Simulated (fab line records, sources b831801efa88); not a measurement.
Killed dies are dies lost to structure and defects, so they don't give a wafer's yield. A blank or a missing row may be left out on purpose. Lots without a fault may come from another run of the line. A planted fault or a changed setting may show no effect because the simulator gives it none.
A struck lot beside a sound one | flow sky130 | 34 steps out of a route of 708
Sound: wafers L769.3, L769.5, L769.6. Struck: wafers L781.2, L781.3, L781.5. The cause comes at the end.
At each step with rows: each side's tool, then ch and its chambers, then its first start. Under that, the readings that differ: sound wafers | struck wafers | difference of the means | sigmas: that difference in standard deviations of wafers without a fault.
alike: readings whose means differ by less than 2 such deviations, and words and numbers that are the same on both sides. not compared: withheld readings, readings that some wafer has no value for, bounds like >300 that may hide the same value, and numbers for which the record gives no deviation and whose values overlap.
The two part at a step that has a row with sigmas, a row that says differs or no value, or rows on one side only. Numbers that don't overlap but have no deviation are shown without sigmas and don't part them. A reading that every wafer of one side lacks parts them only if that side has two wafers or more.

first, 9 steps without rows for these wafers: SKY_VIA3_CMP_02 (polishes SiO2); SKY_VIA3_DEHYDRATE_04 (time 60 s); SKY_VIA3_HMDS_05 (prime time 60 s); SKY_VIA3_COAT_06 (resist thk 60 nm); SKY_VIA3_COAT_07 (resist thk 450 nm); SKY_VIA3_SOFTBAKE_08 (time 90 s); SKY_VIA3_EXPOSE_09 (exposes mask VIM3, target cd 200 nm); SKY_VIA3_PEB_10; SKY_VIA3_DEVELOP_11 (develop time 60 s).
SKY_VIA3_ETCH_14: etches BARC in N2/H2, stops on SiO2, time 45.9 s, target depth 60 nm.
  sound on rie_diel-04 ch 0,1,2, day 39 02:53; struck on rie_diel-04 ch 0,1, day 44 05:20
  alike: drypump_motor_current_A, oes_product_au, throttle_valve_pct
  not compared: rf_hours_counter_h
then, 23 steps without rows for these wafers: SKY_VIA3_ETCH_15 (etches SiO2 in C4F8/O2/Ar, stops on TiN, target depth 507 nm, time 78 s); SKY_VIA3_STRIP_16 (strips in O2/N2); SKY_VIA3_STRIP_17 (strips in post etch residue remover, time 1200 s); SKY_VIA3_CLEAN_18 (cleans in IPA, time 180 s); SKY_VIA3_CLEAN_19 (cleans in O3/DIW); SKY_VIA3_SPUTTER_20 (material TiN, target thk 20 nm, time 80 s); SKY_VIA3_CVD_21 (deposits W, target thk 390 nm, time 117.31 s); SKY_VIA3_CMP_24 (polishes, stops on SiO2, t overpolish 20 s, target thk 0 nm); SKY_METAL4_SPUTTER_00 (material Ti, target thk 15 nm, time 10 s); SKY_METAL4_SPUTTER_01 (material TiN, target thk 20 nm, time 16.7 s); SKY_METAL4_SPUTTER_02 (material AlCu, target thk 735 nm, time 39.1 s); SKY_METAL4_SPUTTER_03 (material Ti, target thk 5 nm, time 3.3 s); SKY_METAL4_SPUTTER_04 (material TiN, target thk 70 nm, time 58.3 s); SKY_CAP2M_CVD_00 (deposits SiO2, target thk 15.5 nm); SKY_CAP2M_SPUTTER_02 (material TiN, target thk 200 nm, time 166.7 s); SKY_CAP2M_DEHYDRATE_05 (time 60 s); SKY_CAP2M_HMDS_06 (prime time 60 s); SKY_CAP2M_COAT_07 (resist thk 1140 nm); SKY_CAP2M_SOFTBAKE_08 (time 60 s); SKY_CAP2M_EXPOSE_09 (exposes mask CAP2M, target cd 1000 nm); SKY_CAP2M_PEB_10; SKY_CAP2M_DEVELOP_11 (develop time 60 s); SKY_CAP2M_METAL_ETCH_13 (etches TiN in Cl2/BCl3, stops on SiO2, target depth 220 nm, time 62.9 s).
-- the record jumps here: 5 days lie between the struck wafers' starts before and after (it left off in module CAP2M and takes up again in module PAD_OPEN, whose first step shown is number 708 of the route) --
SKY_PAD_OPEN_PROBE_99:
  sound on prober-01, day 45 08:17; struck on prober-01, day 49 15:02
  reading                               | sound               | struck            | difference | sigmas
  defect_limited_yield (%)              | 80.7 80.5 83.1      | 73.6 75.0 74.2    | -7.2       | -3
  killed_at_M0_to_M3                    | 48 48 39            | 84 90 89          | +43        | +6
  killed_dies                           | 95 96 83            | 130 123 127       | +35        | +4
  sort_bin_3_pad_short (%)              | 0.4 0.6 0.8         | 3.5 3.3 3.7       | +2.9       | +7
  sort_bin_5_function (%)               | 11.8 13.0 9.1       | 15.0 15.2 17.9    | +4.7       | +3
  sort_n_pass                           | 397 396 409         | 362 369 365       | -35        | -4
  sort_yield_pct (%)                    | 80.7 80.5 83.1      | 73.6 75.0 74.2    | -7.2       | -3
  model.etest.tester.sort_n_pass        | 397 396 409         | 362 369 365       | -35        |
  model.etest.tester.sort_yield_pct (%) | 80.69 80.49 83.13   | 73.58 75 74.19    | -7.18      |
  model.etest.tester.sort_bin_5_pct (%) | 11.79 13.01 9.146   | 15.04 15.24 17.89 | +4.74      |
  model.etest.tester.sort_bin_3_pct (%) | 0.4065 0.6098 0.813 | 3.455 3.252 3.659 | +2.846     |
  alike: killed_at_M4_up, killed_at_contacts, killed_at_front_end, killed_at_other, killed_open, killed_short, sort_bin_6_memory

WHERE THEY PART
Only at SKY_PAD_OPEN_PROBE_99, within this record.

WHY: what the simulator had put in
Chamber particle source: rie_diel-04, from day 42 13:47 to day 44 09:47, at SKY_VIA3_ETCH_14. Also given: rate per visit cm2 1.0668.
